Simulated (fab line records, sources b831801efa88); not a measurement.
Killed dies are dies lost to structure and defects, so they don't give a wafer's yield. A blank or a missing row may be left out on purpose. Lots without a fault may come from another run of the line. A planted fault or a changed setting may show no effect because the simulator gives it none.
fab line records | flow sky130
record lots=6 wafers=16 last_day=50
route steps=708 shown NWELL@77 PWDE@84 VT_ADJUST_HVTP@85 PAD_OPEN@708
lots that met no fault: from a run of the same line without faults
start_h: hours from the record's first day to the start of the lot's first wafer shown | wait_h: hours since the lot's step before | " the same as in the row above | L1.1+2: a row that stands for several wafers | - no value, or no start given | * or withheld: withheld | < > ~ a bound
route shown NAME@n: a module of which the file shows steps, and the number in the route of the first | usual: mean/standard deviation of fault-free wafers | same: alike in all rows | chamber/n: place in a boat | sites: the reading at each site | _std_site: their standard deviation | _edge_site: outer sites' mean less inner sites' | radius_mm: how far each site lies from the wafer's centre | mask NAME#n: copy n | behind: the tool/chamber that last shaped the wafer | hold: why the lot was held/for how many hours/how that ended | device: the transistor (n, p or np) that didn't switch | end of line: the same wafers' tests at the end of the route | a step without rows: its recipe alone | killed: dies lost to structure and defects at the first sort, not the wafer's yield | map: a wafer's dies, x killed, . not, _ none there
set.NAME: the setting as run; set.NAME@STEP: as run at that earlier step | model.NAME: the simulator's own value behind a step, which no gauge read
lots at some steps of the route; a table a step, a row a wafer
services: from which hour (start_h, from the record's first day; less than 0 if before it) a tool's chamber was out of use, for how many hours, and why
## steps
# step SKY_NWELL_IMPLANT_24
# recipe species=B energy_kev=140 dose_cm2=9.2e+12 tilt_deg=withheld
# step SKY_NWELL_STRIP_25
# recipe chemistry=O2/N2 power_w=1400 pressure_mtorr=1500 platen_temp_c=withheld o2_flow_sccm=3000 n2_flow_sccm=300 overash_fraction=0.5
# usual drypump_motor_current_A=5.8/0.44 oes_product_au=0.722/0.0041 strip_time_to_endpoint_s=36.95/0.1
# columns lot.wafer tool chamber start_h wait_h drypump_motor_current_A oes_product_au rf_hours_counter_h strip_time_to_endpoint_s
L884.1 plasma_asher-01 0 104.43 0.1 5.5 0.722 43 36.98
L884.3 " 0 " " 5.5 0.726 - 36.96
L884.5 " 1 " " 5.4 0.724 - 37.01
L886.2 plasma_asher-01 0 122.24 0.1 5.5 0.727 0 37.11
L886.3 " 1 " " 5.4 0.723 - 37.01
L886.4 " 0 " " 5.5 0.721 - 36.94
L893.2 plasma_asher-01 0 161.49 0.1 5.5 0.723 4 36.90
L893.3 " 0 " " 5.5 0.727 - 36.91
L894.2 plasma_asher-01 0 168.29 0.1 5.5 0.723 5 36.90
L894.5 " 1 " " 5.4 0.718 - 36.92
L901.2 plasma_asher-03 1 211.08 0.1 5.7 0.725 50 37.08
L901.3 " 0 " " 5.3 0.720 - 36.99
L901.4 " 1 " " 5.7 0.731 - 36.99
L906.4 plasma_asher-03 1 238.11 0.1 5.7 0.726 - 36.87
L906.5 " 0 " " 5.3 0.719 - 36.83
L906.6 " 1 " " 5.7 0.717 - 36.92
# step SKY_NWELL_TW_MEAS_26
# usual NWELL_2_TW=499/3.1
# columns lot.wafer tool chamber start_h wait_h NWELL_2_TW
L884.1 film_metro-01 - 104.53 0.1 505
L884.3 " - " " 504
L884.5 " - " " 501
L886.2 film_metro-04 - 122.35 0.1 500
L886.3 " - " " 499
L886.4 " - " " 501
L893.2 film_metro-04 - 161.60 0.1 499
L893.3 " - " " 496
L894.2 film_metro-04 - 168.40 0.1 497
L894.5 " - " " 497
L901.2 film_metro-04 - 211.19 0.1 497
L901.3 " - " " 495
L901.4 " - " " 498
L906.4 film_metro-01 - 238.21 0.1 503
L906.5 " - " " 501
L906.6 " - " " 497
# step SKY_NWELL_CLEAN_27
# recipe chemistry=SC1/SC2 mix=1:4:20 temp_c=70 time_s=150 dry=n2_spin
# step SKY_NWELL_RTA_28
# recipe temp_c=1050 time_s=30 idle_temp_c=650 ramp_up_c_per_s=150 ramp_down_c_per_s=90 ambient=N2
# usual lamp_power_pct=25.31/0.054 wafer_temp_C_max=1054.9/0.86
# columns lot.wafer tool chamber start_h wait_h lamp_power_pct wafer_temp_C_max
L884.1 rtp_anneal-01 0 104.64 0.0 25.30 1055.1
L884.3 " 0 " " 25.35 1054.8
L884.5 " 0 " " 25.27 1053.4
L886.2 rtp_anneal-02 0 122.47 0.0 25.34 1054.1
L886.3 " 0 " " 25.29 1055.6
L886.4 " 0 " " 25.27 1055.9
L893.2 rtp_anneal-01 0 161.72 0.0 25.23 1055.7
L893.3 " 0 " " 25.31 1055.1
L894.2 rtp_anneal-01 0 168.52 0.0 25.25 1054.1
L894.5 " 0 " " 25.28 1054.7
L901.2 rtp_anneal-01 0 211.31 0.0 25.35 1055.6
L901.3 " 0 " " 25.27 1053.8
L901.4 " 0 " " 25.29 1054.9
L906.4 rtp_anneal-02 0 238.34 0.1 25.22 1055.0
L906.5 " 0 " " 25.40 1055.5
L906.6 " 0 " " 25.34 1053.9
# step SKY_NWELL_RS_MEAS_29
# recipe thk_meas_gauge=four-point-probe
# usual NWELL_RS=625.7/1.5
# columns lot.wafer tool chamber start_h wait_h NWELL_RS[ohm/sq]
L884.1 film_metro-04 - 104.74 0.1 624.2
L884.3 " - " " 625.8
L884.5 " - " " 625.0
L886.2 film_metro-04 - 122.57 0.1 628.4
L886.3 " - " " 626.5
L886.4 " - " " 627.8
L893.2 film_metro-01 - 161.82 0.1 625.8
L893.3 " - " " 626.1
L894.2 film_metro-04 - 168.62 0.1 626.0
L894.5 " - " " 624.9
L901.2 film_metro-04 - 211.41 0.1 624.6
L901.3 " - " " 623.3
L901.4 " - " " 624.2
L906.4 film_metro-03 - 238.45 0.1 625.1
L906.5 " - " " 625.6
L906.6 " - " " 626.0
# step SKY_NWELL_RS_MEAS_31
# recipe thk_meas_gauge=four-point-probe
# usual PWDE_RS=5277/16
# columns lot.wafer tool chamber start_h wait_h PWDE_RS[ohm/sq]
L884.1 film_metro-04 - 104.98 0.1 5283
L884.3 " - " " 5278
L884.5 " - " " 5280
L886.2 film_metro-04 - 122.81 0.1 5285
L886.3 " - " " 5287
L886.4 " - " " 5289
L893.2 film_metro-01 - 162.06 0.1 5264
L893.3 " - " " 5272
L894.2 film_metro-04 - 168.86 0.1 5286
L894.5 " - " " 5296
L901.2 film_metro-04 - 211.65 0.1 5286
L901.3 " - " " 5282
L901.4 " - " " 5274
L906.4 film_metro-03 - 238.69 0.1 5270
L906.5 " - " " 5276
L906.6 " - " " 5257
# step SKY_VT_ADJUST_HVTP_DEHYDRATE_00
# recipe temp_c=200 time_s=60
# step SKY_VT_ADJUST_HVTP_HMDS_01
# recipe prime_time_s=60 prime_temp_c=120
# step SKY_VT_ADJUST_HVTP_COAT_02
# recipe resist=NOVOLAK spin_rpm=3000 resist_thk_nm=1140
# step SKY_VT_ADJUST_HVTP_SOFTBAKE_03
# recipe temp_c=90 time_s=60 resist=NOVOLAK
# step SKY_VT_ADJUST_HVTP_EXPOSE_04
# recipe mask_id=HVTPM na=0.6 source_shape=conventional sigma_outer=0.6 polarization=unpolarized target_cd_nm=380 dose_mj=140
# usual exposure_dose_mJ_cm2=140.01/0.15 focus_offset_nm=0.1/0.47 reticle_temp_C=23.01/0.094
# columns lot.wafer tool chamber start_h wait_h mask exposure_dose_mJ_cm2 focus_offset_nm reticle_temp_C
L884.1 iline_stepper-01 0 114.60 - HVTPM#0 139.93 0.0 22.92
L884.3 " 0 " " HVTPM#0 139.62 -0.5 22.87
L884.5 " 0 " " HVTPM#0 139.77 0.2 22.85
L886.2 iline_stepper-02 0 132.91 - HVTPM#0 140.13 -0.1 23.03
L886.3 " 0 " " HVTPM#0 140.16 -0.4 22.86
L886.4 " 0 " " HVTPM#0 140.35 -0.1 23.10
L893.2 iline_stepper-01 0 172.36 - HVTPM#0 140.18 0.4 23.21
L893.3 " 0 " " HVTPM#0 140.09 0.9 23.12
L894.2 iline_stepper-01 0 179.61 - HVTPM#0 139.74 -0.4 22.86
L894.5 " 0 " " HVTPM#0 139.78 -0.1 23.13
L901.2 iline_stepper-02 0 222.54 - HVTPM#0 140.11 0.5 23.00
L901.3 " 0 " " HVTPM#0 140.10 0.0 23.02
L901.4 " 0 " " HVTPM#0 139.94 0.3 23.02
L906.4 iline_stepper-01 0 250.95 - HVTPM#0 140.07 -0.1 22.87
L906.5 " 0 " " HVTPM#0 140.07 -0.6 22.98
L906.6 " 0 " " HVTPM#0 139.96 0.0 22.98
# step SKY_VT_ADJUST_HVTP_PEB_05
# recipe temp_c=withheld time_s=* resist=NOVOLAK
# step SKY_VT_ADJUST_HVTP_DEVELOP_06
# recipe resist=NOVOLAK developer=TMAH develop_time_s=60 dev_temp_c=23
# step SKY_VT_ADJUST_HVTP_CD_MEAS_07
# recipe target_cd_nm=380
# usual cd_nm=379.5/2
# columns lot.wafer tool chamber start_h wait_h cd_nm
L884.1 cd_sem-01 - 123.77 0.1 381.4
L884.3 " - " " 381.4
L884.5 " - " " 379.7
L886.2 cd_sem-01 - 141.84 0.2 378.9
L886.3 " - " " 379.4
L886.4 " - " " 378.5
L893.2 cd_sem-01 - 183.41 0.1 379.2
L893.3 " - " " 369.5
L894.2 cd_sem-01 - 189.27 0.1 381.2
L894.5 " - " " 371.0
L901.2 cd_sem-02 - 234.27 0.1 379.3
L901.3 " - " " 381.5
L901.4 " - " " 380.2
L906.4 cd_sem-02 - 261.76 0.1 378.2
L906.5 " - " " 380.8
L906.6 " - " " 377.7
# step SKY_VT_ADJUST_HVTP_OVL_MEAS_08
# usual VT_ADJUST_HVTP_OVL=0.2/1.1
# columns lot.wafer tool chamber start_h wait_h VT_ADJUST_HVTP_OVL[nm]
L884.1 overlay-01 - 123.89 0.1 1.9
L884.3 " - " " -0.2
L884.5 " - " " 1.3
L886.2 overlay-02 - 141.94 0.1 2.6
L886.3 " - " " 0.0
L886.4 " - " " 1.0
L893.2 overlay-02 - 183.52 0.1 -0.9
L893.3 " - " " 0.2
L894.2 overlay-01 - 189.37 0.1 -1.2
L894.5 " - " " -1.5
L901.2 overlay-02 - 234.37 0.1 -1.9
L901.3 " - " " -0.4
L901.4 " - " " -1.2
L906.4 overlay-02 - 261.84 0.1 1.2
L906.5 " - " " 1.6
L906.6 " - " " -0.2
# step SKY_PAD_OPEN_PROBE_99
# usual killed_at_M0_to_M3=45/6.9 killed_at_M4_up=3.1/1.7 killed_at_contacts=24/5.7 killed_at_front_end=15/4.6 killed_at_other=0.3/0.57 killed_dies=87/10 killed_open=48/7.4 killed_short=39/6.7
# same gross_dies=492 killed_at_back_side=0
# columns lot.wafer tool chamber start_h wait_h killed_at_M0_to_M3 killed_at_M4_up killed_at_contacts killed_at_front_end killed_at_other killed_dies killed_open killed_short
L901.2 prober-02 - 1177.62 0.1 44 3 16 20 0 83 40 43
L901.3 prober-02 - 1177.67 0.2 45 6 23 12 0 86 40 46
L901.4 prober-02 - 1177.72 0.2 53 1 19 13 0 86 51 35
# killed by level:class
L901.2 VIA1:geometric_particle:open=14 LOCAL_INTERCONNECT:geometric_particle:short=9 POLY_GATE:geometric_particle:open=7 VIA1:geometric_particle:short=6 FIELD_ISO:geometric_particle:short=4 METAL1:geometric_particle:short=4 METAL2:geometric_particle:short=4 VIA3:geometric_particle:open=4
L901.3 CONTACT:geometric_particle:open=8 VIA3:geometric_particle:open=8 VIA1:geometric_particle:open=7 METAL1:geometric_particle:short=6 POLY_GATE:geometric_particle:short=6 VIA2:geometric_particle:open=6 LI_CONTACT:geometric_particle:open=5 LOCAL_INTERCONNECT:geometric_particle:short=5
L901.4 VIA1:geometric_particle:open=12 METAL1:geometric_particle:short=8 VIA2:geometric_particle:open=8 METAL2:geometric_particle:short=7 CONTACT:geometric_particle:open=6 VIA3:geometric_particle:open=6 POLY_GATE:geometric_particle:open=5 VIA3:geometric_particle:short=5
## services
# columns tool chamber start_h hours kind
plasma_asher-01 - 108.75 9.0 pm
plasma_asher-01 0 108.75 9.0 vent_cycle
plasma_asher-01 1 108.75 9.0 vent_cycle
plasma_asher-01 0 117.75 - clean
plasma_asher-01 1 117.75 - clean
plasma_asher-01 - 119.02 2.1 repair
rtp_anneal-02 - 128.38 9.5 pm
plasma_asher-01 - 158.55 2.8 pm
plasma_asher-03 - 183.84 3.5 repair
plasma_asher-03 - 187.78 1.6 repair
iline_stepper-01 - 197.23 2.1 pm
iline_stepper-01 - 199.32 - consumable_replace:lamp
iline_stepper-01 - 202.12 1.7 pm
iline_stepper-01 - 225.11 16.3 repair
## key
first_sign step=SKY_VT_ADJUST_HVTP_CD_MEAS_07 reading=cd_nm direction=down sigmas=4.5 usual=379.5 struck=370.2
effect none on later readings
met_at SKY_VT_ADJUST_HVTP_EXPOSE_04
struck_wafers L893.3,L894.5
tester_left_out L893,L894
onset_between 114.60 172.36
fault kind=process_parameter_drift tool=iline_stepper-01 chamber=- onset_h=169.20 steps=SKY_VT_ADJUST_HVTP_EXPOSE_04 channel=focus_nm offset=631.54 shape=step end_h=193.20 scope=struck_wafers_only
# tester_left_out: of these lots the tester's yield and bins aren't shown, on N5 and GAA mostly nor the transistor test; their killed dies are dies lost to structure and defects alone, not to doping, threshold or leakage, so they don't give the yield
